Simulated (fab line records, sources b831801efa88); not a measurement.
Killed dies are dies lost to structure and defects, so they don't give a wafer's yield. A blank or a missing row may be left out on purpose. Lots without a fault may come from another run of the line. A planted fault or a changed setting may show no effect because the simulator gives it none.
fab line records | flow sky130
record lots=7 wafers=21 last_day=49
route steps=708 shown POLY_CUT@318 SD_P@320 RES_XHIGH@332 SD_N@342
lots that met no fault: from a run of the same line without faults
start_h: hours from the record's first day to the start of the lot's first wafer shown | wait_h: hours since the lot's step before | " the same as in the row above | L1.1+2: a row that stands for several wafers | - no value, or no start given | * or withheld: withheld | < > ~ a bound
route shown NAME@n: a module of which the file shows steps, and the number in the route of the first | usual: mean/standard deviation of fault-free wafers | same: alike in all rows | chamber/n: place in a boat | sites: the reading at each site | _std_site: their standard deviation | _edge_site: outer sites' mean less inner sites' | radius_mm: how far each site lies from the wafer's centre | mask NAME#n: copy n | behind: the tool/chamber that last shaped the wafer | hold: why the lot was held/for how many hours/how that ended | device: the transistor (n, p or np) that didn't switch | end of line: the same wafers' tests at the end of the route | a step without rows: its recipe alone | killed: dies lost to structure and defects at the first sort, not the wafer's yield | map: a wafer's dies, x killed, . not, _ none there
set.NAME: the setting as run; set.NAME@STEP: as run at that earlier step | model.NAME: the simulator's own value behind a step, which no gauge read
lots at some steps of the route; a table a step, a row a wafer
services: from which hour (start_h, from the record's first day; less than 0 if before it) a tool's chamber was out of use, for how many hours, and why
## steps
# step SKY_POLY_CUT_ETCH_11
# recipe target=Si3N4 chemistry=CF4/CH2F2/Ar stop_on=poly-Si source_w=600 bias_w=150 pressure_mtorr=40 cf4_flow_sccm=40 ch2f2_flow_sccm=20 Ar_flow_sccm=150 time_s=42.5 target_depth_a=600
# usual cf4_flow_sccm=39.99/0.099 drypump_motor_current_A=5.8/0.52 oes_product_au=0.827/0.0067 throttle_valve_pct=14.993/0.009
# columns lot.wafer tool chamber start_h wait_h cf4_flow_sccm drypump_motor_current_A oes_product_au rf_hours_counter_h throttle_valve_pct
L271.1 rie_diel-03 0 616.77 0.0 40.03 5.8 0.827 63 14.995
L271.3 " 2 " " 40.15 5.3 0.836 3 14.998
L271.4 " 1 " " 39.91 5.4 0.828 1 14.991
L270.1 rie_diel-03 0 618.46 0.0 40.15 5.8 0.820 63 14.995
L270.2 " 1 " " 39.95 5.4 0.816 1 14.997
L270.6 " 1 " " 40.08 5.5 0.811 - 15.017
L273.1 rie_diel-02 3 625.58 0.0 39.93 6.3 0.822 4 14.984
L273.3 " 2 " " 39.95 5.2 0.828 15 14.984
L273.4 " 1 " " 39.89 6.0 0.826 6 14.989
L280.1 rie_diel-02 3 675.92 0.0 39.86 6.3 0.824 6 15.005
L280.3 " 2 " " 40.09 5.2 0.827 16 15.005
L280.4 " 1 " " 40.08 6.0 0.825 7 14.995
L281.1 rie_diel-03 1 686.84 0.0 40.13 5.5 0.824 3 14.996
L281.3 " 2 " " 40.08 5.3 0.824 5 15.003
L281.6 " 2 " " 40.09 5.3 0.832 - 15.012
L284.3 rie_diel-03 3 712.92 0.0 39.94 6.6 0.835 0 14.988
L284.4 " 0 " " 39.99 5.8 0.834 1 15.005
L284.5 " 2 " " 39.85 5.3 0.832 - 14.979
L285.2 rie_diel-01 3 716.04 0.0 39.88 6.0 0.827 17 15.007
L285.4 " 2 " " 39.83 6.5 0.826 45 14.995
L285.5 " 3 " " 39.90 6.0 0.828 - 14.963
# step SKY_POLY_CUT_STRIP_12
# recipe chemistry=O2/N2 power_w=1400 pressure_mtorr=1500 platen_temp_c=withheld o2_flow_sccm=3000 n2_flow_sccm=300 overash_fraction=0.5
# usual chamber_pressure_mTorr=1500.1/1.3 drypump_motor_current_A=5.7/0.53 oes_product_au=0.451/0.0045 strip_time_to_endpoint_s=5.324/0.016
# columns lot.wafer tool chamber start_h wait_h chamber_pressure_mTorr drypump_motor_current_A oes_product_au rf_hours_counter_h strip_time_to_endpoint_s
L271.1 plasma_asher-02 1 616.81 0.0 1499.8 5.1 0.460 19 5.335
L271.3 " 1 " " 1500.8 5.1 0.454 - 5.331
L271.4 " 0 " " 1498.4 5.2 0.453 - 5.344
L270.1 plasma_asher-03 0 618.50 0.0 1500.7 6.5 0.448 46 5.312
L270.2 " 1 " " 1500.0 5.8 0.456 46 5.319
L270.6 " 0 " " 1499.8 6.5 0.455 - 5.328
L273.1 plasma_asher-02 1 625.62 0.0 1498.7 5.1 0.451 19 5.301
L273.3 " 0 " " 1499.1 5.2 0.458 - 5.333
L273.4 " 1 " " 1499.6 5.1 0.454 - 5.335
L280.1 plasma_asher-01 0 675.96 0.0 1501.8 5.8 0.451 88 5.329
L280.3 " 0 " " 1497.8 5.8 0.445 - 5.306
L280.4 " 1 " " 1499.7 5.2 0.454 - 5.332
L281.1 plasma_asher-02 0 686.88 0.0 1501.3 5.2 0.450 26 5.325
L281.3 " 0 " " 1500.8 5.2 0.454 - 5.331
L281.6 " 1 " " 1498.9 5.1 0.447 - 5.309
L284.3 plasma_asher-02 1 712.99 0.1 1498.2 5.1 0.454 - 5.328
L284.4 " 0 " " 1498.4 5.2 0.448 - 5.326
L284.5 " 1 " " 1499.9 5.1 0.454 - 5.358
L285.2 plasma_asher-02 0 716.08 0.0 1501.4 5.2 0.446 29 5.317
L285.4 " 1 " " 1499.9 5.2 0.452 - 5.316
L285.5 " 0 " " 1499.7 5.2 0.448 - 5.330
# step SKY_SD_P_DEHYDRATE_00
# recipe temp_c=200 time_s=60
# step SKY_SD_P_HMDS_01
# recipe prime_time_s=60 prime_temp_c=120
# step SKY_SD_P_COAT_02
# recipe resist=NOVOLAK spin_rpm=3000 resist_thk_nm=1140
# step SKY_SD_P_SOFTBAKE_03
# recipe temp_c=90 time_s=62.55 resist=NOVOLAK
# usual chill_plate_temp_C=22.98/0.12 plate_sensor_t_centre_C=90.757/0.011 plate_sensor_t_edge_C=90.829/0.0096
# columns lot.wafer tool chamber start_h wait_h chill_plate_temp_C plate_sensor_t_centre_C plate_sensor_t_edge_C
L271.1 litho_track-02 0 631.90 0.1 23.18 90.774 90.822
L271.3 " 0 " " 23.29 90.768 90.824
L271.4 " 0 " " 23.07 90.769 90.825
L270.1 litho_track-02 0 634.05 0.1 22.76 90.756 90.835
L270.2 " 0 " " 22.92 90.758 90.812
L270.6 " 0 " " 22.96 90.752 90.817
L273.1 litho_track-02 0 640.80 0.1 22.92 90.759 90.835
L273.3 " 0 " " 22.94 90.757 90.836
L273.4 " 0 " " 22.81 90.767 90.825
L280.1 litho_track-01 0 688.72 0.1 23.19 90.773 90.828
L280.3 " 0 " " 23.09 90.768 90.842
L280.4 " 0 " " 23.07 90.763 90.824
L281.1 litho_track-01 0 701.22 0.1 23.00 90.752 90.821
L281.3 " 0 " " 22.97 90.759 90.834
L281.6 " 0 " " 22.83 90.751 90.822
L284.3 litho_track-01 0 727.52 0.1 22.98 90.749 90.833
L284.4 " 0 " " 23.17 90.752 90.809
L284.5 " 0 " " 22.86 90.746 90.836
L285.2 litho_track-02 0 730.77 0.1 23.28 90.773 90.829
L285.4 " 0 " " 23.19 90.752 90.830
L285.5 " 0 " " 23.05 90.739 90.833
# step SKY_SD_P_EXPOSE_04
# recipe mask_id=PSDM na=0.6 source_shape=conventional sigma_outer=0.6 polarization=unpolarized target_cd_nm=380 dose_mj=138
# step SKY_SD_P_PEB_05
# recipe temp_c=withheld time_s=* resist=NOVOLAK
# step SKY_SD_P_DEVELOP_06
# recipe resist=NOVOLAK developer=TMAH develop_time_s=60 dev_temp_c=23
# step SKY_SD_P_CD_MEAS_07
# recipe target_cd_nm=380
# usual cd_nm=380.1/2.3
# columns lot.wafer tool chamber start_h wait_h cd_nm
L271.1 cd_sem-02 - 645.94 0.1 380.2
L271.3 " - " " 384.4
L271.4 " - " " 379.9
L270.1 cd_sem-01 - 647.54 0.1 381.3
L270.2 " - " " 380.3
L270.6 " - " " 377.8
L273.1 cd_sem-02 - 654.89 0.1 377.9
L273.3 " - " " 378.2
L273.4 " - " " 379.4
L280.1 cd_sem-01 - 703.20 0.1 380.6
L280.3 " - " " 378.2
L280.4 " - " " 380.1
L281.1 cd_sem-02 - 714.44 0.1 379.9
L281.3 " - " " 383.7
L281.6 " - " " 380.0
L284.3 cd_sem-02 - 740.73 0.1 382.3
L284.4 " - " " 382.8
L284.5 " - " " 382.0
L285.2 cd_sem-01 - 743.07 0.1 380.9
L285.4 " - " " 379.7
L285.5 " - " " 381.6
# step SKY_SD_P_OVL_MEAS_08
# usual SD_P_OVL=-0.6/1.6
# columns lot.wafer tool chamber start_h wait_h SD_P_OVL[nm]
L271.1 overlay-02 - 646.06 0.1 0.7
L271.3 " - " " 1.2
L271.4 " - " " 0.1
L270.1 overlay-01 - 647.66 0.1 -1.4
L270.2 " - " " -2.0
L270.6 " - " " -1.0
L273.1 overlay-02 - 655.01 0.1 -1.4
L273.3 " - " " 0.5
L273.4 " - " " 0.7
L280.1 overlay-01 - 703.32 0.1 -2.2
L280.3 " - " " -2.3
L280.4 " - " " -2.2
L281.1 overlay-02 - 714.56 0.1 -1.3
L281.3 " - " " 0.5
L281.6 " - " " -0.9
L284.3 overlay-01 - 740.82 0.1 0.5
L284.4 " - " " 2.4
L284.5 " - " " 0.2
L285.2 overlay-01 - 743.17 0.1 -1.8
L285.4 " - " " -0.3
L285.5 " - " " -1.6
# step SKY_SD_P_IMPLANT_09
# recipe species=BF2 energy_kev=20 dose_cm2=3e+15 tilt_deg=0
# step SKY_SD_P_STRIP_10
# recipe chemistry=O2/N2 power_w=1400 pressure_mtorr=1500 platen_temp_c=withheld o2_flow_sccm=3000 n2_flow_sccm=300 overash_fraction=0.5
# usual chamber_pressure_mTorr=1500.0/1.4 drypump_motor_current_A=6.0/0.38 oes_product_au=0.618/0.0043 strip_time_to_endpoint_s=17.48/0.048
# columns lot.wafer tool chamber start_h wait_h chamber_pressure_mTorr drypump_motor_current_A oes_product_au rf_hours_counter_h strip_time_to_endpoint_s model.NOVOLAK_of_SD_P_COAT_02.thk_nm
L271.1 plasma_asher-03 1 646.24 0.1 - - - - - 1135
L271.3 " 0 " " - - - - - 1133
L271.4 " 1 " " - - - - - 1132
L270.1 plasma_asher-03 1 647.84 0.1 - - - - - 1137
L270.2 " 0 " " - - - - - 1140
L270.6 " 0 " " - - - - - 1139
L273.1 plasma_asher-01 1 655.19 0.1 - - - - - 1137
L273.3 " 0 " " - - - - - 1138
L273.4 " 1 " " - - - - - 1135
L280.1 plasma_asher-01 0 703.50 0.1 1497.7 5.9 0.613 90 17.43 0
L280.3 " 0 " " 1499.4 5.9 0.616 - 17.42 0
L280.4 " 1 " " 1498.4 5.2 0.615 - 17.42 0
L281.1 plasma_asher-04 1 714.74 0.1 1501.1 6.0 0.613 101 17.49 0
L281.3 " 1 " " 1500.6 6.0 0.620 - 17.48 0
L281.6 " 0 " " 1498.7 6.0 0.613 - 17.50 0
L284.3 plasma_asher-03 1 741.03 0.1 1499.3 5.8 0.615 - 17.43 0
L284.4 " 0 " " 1500.1 6.5 0.615 - 17.47 0
L284.5 " 0 " " 1501.8 6.5 0.622 - 17.50 0
L285.2 plasma_asher-04 1 743.35 0.1 1501.3 6.0 0.614 0 17.38 0
L285.4 " 0 " " 1499.3 6.0 0.620 - 17.41 0
L285.5 " 1 " " 1497.4 6.0 0.627 - 17.48 0
# step SKY_SD_P_TW_MEAS_11
# usual SD_P_TW=2828/17
# columns lot.wafer tool chamber start_h wait_h SD_P_TW
L271.1 film_metro-03 - 646.34 0.1 2850
L271.3 " - " " 2846
L271.4 " - " " 2849
L270.1 film_metro-02 - 647.94 0.1 2801
L270.2 " - " " 2798
L270.6 " - " " 2821
L273.1 film_metro-02 - 655.29 0.1 2809
L273.3 " - " " 2816
L273.4 " - " " 2821
L280.1 film_metro-02 - 703.60 0.1 2827
L280.3 " - " " 2822
L280.4 " - " " 2824
L281.1 film_metro-02 - 714.84 0.1 2802
L281.3 " - " " 2807
L281.6 " - " " 2809
L284.3 film_metro-02 - 741.11 0.1 2796
L284.4 " - " " 2801
L284.5 " - " " 2783
L285.2 film_metro-03 - 743.46 0.1 2841
L285.4 " - " " 2841
L285.5 " - " " 2846
# step SKY_RES_XHIGH_DEHYDRATE_00
# recipe temp_c=200 time_s=60
# step SKY_RES_XHIGH_HMDS_01
# recipe prime_time_s=60 prime_temp_c=120
# step SKY_RES_XHIGH_COAT_02
# recipe resist=NOVOLAK spin_rpm=3000 resist_thk_nm=1140
# step SKY_RES_XHIGH_SOFTBAKE_03
# recipe temp_c=90 time_s=60 resist=NOVOLAK
# step SKY_RES_XHIGH_EXPOSE_04
# recipe mask_id=URPM na=0.6 source_shape=conventional sigma_outer=0.6 polarization=unpolarized target_cd_nm=1270 dose_mj=140
# step SKY_RES_XHIGH_PEB_05
# recipe temp_c=withheld time_s=* resist=NOVOLAK
# step SKY_RES_XHIGH_DEVELOP_06
# recipe resist=NOVOLAK developer=TMAH develop_time_s=60 dev_temp_c=23
# step SKY_RES_XHIGH_IMPLANT_07
# recipe species=BF2 energy_kev=20 dose_cm2=3.6e+14 tilt_deg=0
# step SKY_RES_XHIGH_STRIP_08
# recipe chemistry=O2/N2 power_w=1400 pressure_mtorr=1500 platen_temp_c=withheld o2_flow_sccm=3000 n2_flow_sccm=300 overash_fraction=0.5
# usual chamber_pressure_mTorr=1499.9/1.4 drypump_motor_current_A=5.9/0.46 oes_product_au=0.711/0.0045 strip_time_to_endpoint_s=14.27/0.043
# columns lot.wafer tool chamber start_h wait_h chamber_pressure_mTorr drypump_motor_current_A oes_product_au rf_hours_counter_h strip_time_to_endpoint_s
L271.1 plasma_asher-03 0 674.44 0.1 1501.1 6.5 0.714 52 31.35
L271.3 " 0 " " 1500.0 6.5 0.713 - 31.26
L271.4 " 1 " " 1503.3 5.8 0.720 - 31.29
L270.1 plasma_asher-04 0 675.94 0.1 1499.8 6.0 0.718 97 31.30
L270.2 " 1 " " 1500.2 6.0 0.718 97 31.34
L270.6 " 1 " " 1499.1 6.0 0.718 - 31.33
L273.1 plasma_asher-04 1 683.22 0.1 1500.4 6.0 0.719 98 31.30
L273.3 " 0 " " 1498.3 6.0 0.713 - 31.33
L273.4 " 1 " " 1497.8 6.0 0.719 - 31.26
L280.1 plasma_asher-04 0 731.89 0.1 1499.5 6.0 0.717 103 14.17
L280.3 " 1 " " 1500.6 6.0 0.702 - 14.21
L280.4 " 0 " " 1500.2 6.0 0.715 - 14.20
L281.1 plasma_asher-04 1 742.94 0.2 1498.8 6.0 0.710 0 14.25
L281.3 " 1 " " 1496.8 6.0 0.709 - 14.27
L281.6 " 1 " " 1498.4 6.0 0.713 - 14.26
L284.3 plasma_asher-03 0 767.78 0.1 1499.7 6.5 0.714 - 14.20
L284.4 " 1 " " 1498.4 5.8 0.715 - 14.19
L284.5 " 0 " " 1499.0 6.5 0.707 - 14.22
L285.2 plasma_asher-03 0 770.22 0.1 1502.0 6.5 0.712 63 14.22
L285.4 " 0 " " 1499.9 6.5 0.707 - 14.18
L285.5 " 0 " " 1501.5 6.5 0.704 - 14.21
# step SKY_RES_XHIGH_TW_MEAS_09
# usual RES_XHIGH_TW=1641/8.8
# columns lot.wafer tool chamber start_h wait_h RES_XHIGH_TW
L271.1 film_metro-02 - 674.54 0.1 30
L271.3 " - " " 30
L271.4 " - " " 30
L270.1 film_metro-04 - 676.04 0.1 30
L270.2 " - " " 30
L270.6 " - " " 30
L273.1 film_metro-03 - 683.32 0.1 30
L273.3 " - " " 30
L273.4 " - " " 30
L280.1 film_metro-03 - 731.99 0.1 1648
L280.3 " - " " 1652
L280.4 " - " " 1653
L281.1 film_metro-04 - 743.04 0.1 1638
L281.3 " - " " 1657
L281.6 " - " " 1647
L284.3 film_metro-04 - 767.87 0.1 1645
L284.4 " - " " 1646
L284.5 " - " " 1642
L285.2 film_metro-04 - 770.33 0.1 1635
L285.4 " - " " 1638
L285.5 " - " " 1642
# step SKY_SD_N_DEHYDRATE_00
# recipe temp_c=200 time_s=60
## services
# columns tool chamber start_h hours kind
rie_diel-02 0 604.33 4.4 repair
plasma_asher-04 - 605.25 3.5 repair
rie_diel-03 1 606.25 4.5 repair
rie_diel-03 0 636.74 - clean
rie_diel-03 0 636.74 34.1 scheduled_down
rie_diel-03 0 636.74 34.1 vent_cycle
plasma_asher-04 - 639.74 12.4 repair
rie_diel-03 3 670.84 - clean
rie_diel-03 3 670.84 21.6 scheduled_down
rie_diel-03 3 670.84 21.6 vent_cycle
rie_diel-01 - 675.81 2.8 pm
plasma_asher-01 - 686.45 1.6 repair
plasma_asher-02 - 706.84 2.8 pm
plasma_asher-01 - 713.09 11.4 repair
rie_diel-01 2 720.83 4.2 repair
plasma_asher-01 - 729.63 3.8 repair
plasma_asher-04 - 733.75 9.0 pm
plasma_asher-04 0 733.75 9.0 vent_cycle
plasma_asher-04 1 733.75 9.0 vent_cycle
plasma_asher-02 - 734.41 14.6 pm
plasma_asher-04 0 742.75 - clean
plasma_asher-04 1 742.75 - clean
rie_diel-01 2 763.88 - clean
rie_diel-01 2 763.88 12.9 scheduled_down
## key
first_sign step=SKY_SD_P_STRIP_10 reading=tool_record direction=missing
effect step=SKY_RES_XHIGH_STRIP_08 reading=strip_time_to_endpoint_s direction=up sigmas=99+ usual=* struck=*
effect step=SKY_RES_XHIGH_TW_MEAS_09 reading=RES_XHIGH_TW direction=down sigmas=99+ usual=1641 struck=30
model_effect step=SKY_SD_P_STRIP_10 value=NOVOLAK_of_SD_P_COAT_02.thk_nm without=0 struck=1136
model_effect step=SKY_PAD_OPEN_PROBE_99 value=etest.res_xhigh_po.open without=0 struck=1
met_at SKY_SD_P_STRIP_10
struck_wafers L270.1,L270.2,L270.6,L271.1,L271.3,L271.4,L273.1,L273.3,L273.4
sort_left_out L270.1,L270.2,L270.6,L271.1,L271.3,L271.4,L273.1,L273.3,L273.4
tester_left_out L270,L271,L273
fault kind=skipped_step_whole tool=plasma_asher-01,plasma_asher-03 chamber=- onset_h=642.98 steps=SKY_SD_P_STRIP_10 scope=struck_lots_only
# tester_left_out: of these lots the tester's yield and bins aren't shown, on N5 and GAA mostly nor the transistor test; their killed dies are dies lost to structure and defects alone, not to doping, threshold or leakage, so they don't give the yield
# sort_left_out: the simulated sort isn't trusted on such a fault, so these wafers' sort isn't shown, and their yield isn't known
